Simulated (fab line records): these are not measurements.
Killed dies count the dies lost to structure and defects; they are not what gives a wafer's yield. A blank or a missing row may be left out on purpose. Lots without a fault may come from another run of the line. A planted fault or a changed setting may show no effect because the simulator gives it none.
Struck lot and sound lot, side by side | flow sky130 | 32 steps out of a route of 708
Sound: the wafers L326.1, L326.2, L326.6. Struck: wafer L339.2 (L339.4, L339.5, from the same lot, were not struck and are left out); the cause is given at the end.
Each step with rows lists, per side, the tool, then ch with its chambers, then its first start. Under that, the readings that differ: sound wafers | struck wafers | difference of the means | sigmas: that difference in standard deviations of wafers without a fault.
alike: words and numbers the same on both sides, and readings whose means are apart by under 2 such deviations; not compared: readings that were withheld, readings missing a value for some wafer, numbers with overlapping values and no deviation given by the record, and bounds like >300 which may hide the same value.
Wherever a step has rows on one side only, a row that says differs or no value, or a row with sigmas, the two part there. When numbers do not overlap yet have no deviation, they are printed without sigmas and do not part them. A reading that every wafer of one side lacks parts them only if that side has two wafers or more.

SKY_CONTACT_ETCH_18: etches Si3N4 in CHF3/O2, stops on TiN, time 39 s, target depth 75 nm.
  sound on rie diel-02 ch 2,3; struck on rie diel-02 ch 3
  alike: drypump motor current A, oes product au, throttle valve pct
  not compared: rf hours counter h
SKY_CONTACT_STRIP_19: strips in O2/N2.
  sound on plasma asher-04 ch 0,1, day 34 15:03; struck on plasma asher-04 ch 1, day 37 22:10
  reading               | sound             | struck | difference | sigmas
  oes product au (a.u.) | 0.381 0.378 0.372 | 0.387  | +0.010     | +2
  alike: drypump motor current A, strip time to endpoint s
  not compared: rf hours counter h
then, 4 steps without rows for these wafers: SKY_CONTACT_STRIP_20 (strips in post etch residue remover, time 1200 s); SKY_CONTACT_CLEAN_21 (cleans in IPA, time 180 s); SKY_CONTACT_CLEAN_22 (cleans in O3/DIW); SKY_CONTACT_SPUTTER_23 (material TiN, target thk 20 nm, time 80 s).
SKY_CONTACT_CVD_24: deposits W, target thk 340 nm, time 102.12 s.
  sound on cvd w-01 ch 0,1, day 34 15:52; struck on cvd w-02 ch 1, day 37 22:52
  reading            | sound       | struck | difference | sigmas
  heater power w (W) | 898 832 901 | 750    | -127       | -3
SKY_CONTACT_RS_MEAS_25: uses a four-point probe to measure.
  struck on film metro-03, day 37 22:59; sound on film metro-04, day 34 15:58
  reading               | sound             | struck | difference | sigmas
  CONTACT_W_RS (ohm/sq) | 0.321 0.337 0.322 | 0.342  | +0.015     | +2
SKY_CONTACT_THK_MEAS_26: measures by xrf.
  struck on film metro-03, day 37 23:06; sound on film metro-04, day 34 16:05
  reading            | sound       | struck | difference | sigmas
  CONTACT_W_THK (nm) | 367 352 367 | 340    | -22        | -3
then, 3 steps without rows for these wafers: SKY_CONTACT_CMP_27 (polishes, stops on SiO2, t overpolish 15 s, target thk 0 nm); SKY_METAL1_SPUTTER_00 (material Ti, target thk 15 nm, time 10 s); SKY_METAL1_SPUTTER_01 (material TiN, target thk 20 nm, time 16.7 s).
SKY_METAL1_SPUTTER_02: material AlCu, target thk 250 nm, time 13.3 s.
  struck on pvd sputter-01, day 37 23:29; sound on pvd sputter-04, day 34 16:30
  reading                                     | sound             | struck | difference | sigmas
  model.AlCu_of_METAL1_SPUTTER_02.thk nm (nm) | 252.1 251.5 249.2 | 135.9  | -115.0     |
  alike: throttle valve pct
then, 2 steps without rows for these wafers: SKY_METAL1_SPUTTER_03 (material Ti, target thk 5 nm, time 3.3 s); SKY_METAL1_SPUTTER_04 (material TiN, target thk 70 nm, time 58.3 s).
SKY_METAL1_RS_MEAS_05: uses a four-point probe to measure.
  struck on film metro-04, day 37 23:37; sound on film metro-03, day 34 16:35
  reading                 | sound                | struck | difference | sigmas
  METAL1_ALCU_RS (ohm/sq) | 0.1259 0.1263 0.1275 | 0.2401 | +0.1135    | +99 or more
SKY_METAL1_THK_MEAS_06: measures by xrf.
  struck on film metro-04, day 37 23:43; sound on film metro-03, day 34 16:43
  reading              | sound             | struck | difference | sigmas
  METAL1_ALCU_THK (nm) | 254.7 250.5 249.1 | 135.3  | -116.1     | -53
then, 8 steps without rows for these wafers: SKY_METAL1_DEHYDRATE_07 (time 60 s); SKY_METAL1_HMDS_08 (prime time 60 s); SKY_METAL1_COAT_09 (resist thk 60 nm); SKY_METAL1_COAT_10 (resist thk 450 nm); SKY_METAL1_SOFTBAKE_11 (time 90 s); SKY_METAL1_EXPOSE_12 (exposes mask MM1, target cd 140 nm); SKY_METAL1_PEB_13; SKY_METAL1_DEVELOP_14 (develop time 60 s).
SKY_METAL1_CD_MEAS_15: target cd 140 nm.
  struck on cd sem-01, day 39 01:03; sound on cd sem-01, day 35 19:20
  alike: cd nm
SKY_METAL1_OVL_MEAS_16:
  struck on overlay-02, day 39 01:10; sound on overlay-02, day 35 19:27
  alike: METAL1_OVL
SKY_METAL1_DESCUM_17: chemistry O2, time 8 s.
  sound on rie metal-03 ch 0,1, day 35 19:29; struck on rie metal-01 ch 0, day 39 01:11
  alike: drypump motor current A, oes product au
  not compared: rf hours counter h
then, 1 step without rows for these wafers: SKY_METAL1_ETCH_18 (etches BARC in N2/H2, stops on SiO2, time 45.9 s, target depth 60 nm).
SKY_METAL1_METAL_ETCH_19: etches the open film in Cl2/BCl3, stops on SiO2, target depth 360 nm, time 78 s.
  sound on rie metal-03 ch 0,1, day 35 19:35; struck on rie metal-01 ch 0, day 39 01:17
  reading               | sound             | struck | difference | sigmas
  oes product au (a.u.) | 0.852 0.857 0.847 | 0.729  | -0.123     | -23
  alike: drypump motor current A, mfc cl2 sccm, throttle valve pct
  not compared: rf hours counter h
SKY_METAL1_STRIP_20: strips in O2/N2.
  sound on plasma asher-02 ch 0,1, day 35 19:41; struck on plasma asher-03 ch 0, day 39 01:23
  alike: drypump motor current A, oes product au, strip time to endpoint s
  not compared: rf hours counter h
-- the record jumps here: 11 days lie between the struck wafers' starts before and after (it left off in module METAL1 and takes up again in module PAD_OPEN, whose first step shown is number 708 of the route) --
SKY_PAD_OPEN_PROBE_99:
  struck on prober-02, day 50 11:23; sound on prober-02, day 48 03:10
  reading                      | sound                | struck | difference | sigmas
  killed_at_M0_to_M3           | 46 43 51             | 28     | -19        | -3
  killed at contacts           | 18 17 19             | 30     | +12        | +2
  killed at front end          | 23 16 17             | 9      | -10        | -2
  model.etest.met1.line ohm um | 0.9104 0.9246 0.9201 | 1.684  | +0.766     |
  model.etest.met1.rs ohm sq   | 0.1279 0.1281 0.1282 | 0.2429 | +0.1148    |
  alike: defect limited yield, killed_at_M4_up, killed at other, killed dies, killed on rim, killed open, killed short, sort_bin_3_pad_short, sort_bin_5_function, sort_bin_6_memory, sort n pass, sort yield pct

## WHERE THEY PART
At SKY_CONTACT_STRIP_19 first; at SKY_PAD_OPEN_PROBE_99 last (within this record only).

WHY: what had been put in by the simulator
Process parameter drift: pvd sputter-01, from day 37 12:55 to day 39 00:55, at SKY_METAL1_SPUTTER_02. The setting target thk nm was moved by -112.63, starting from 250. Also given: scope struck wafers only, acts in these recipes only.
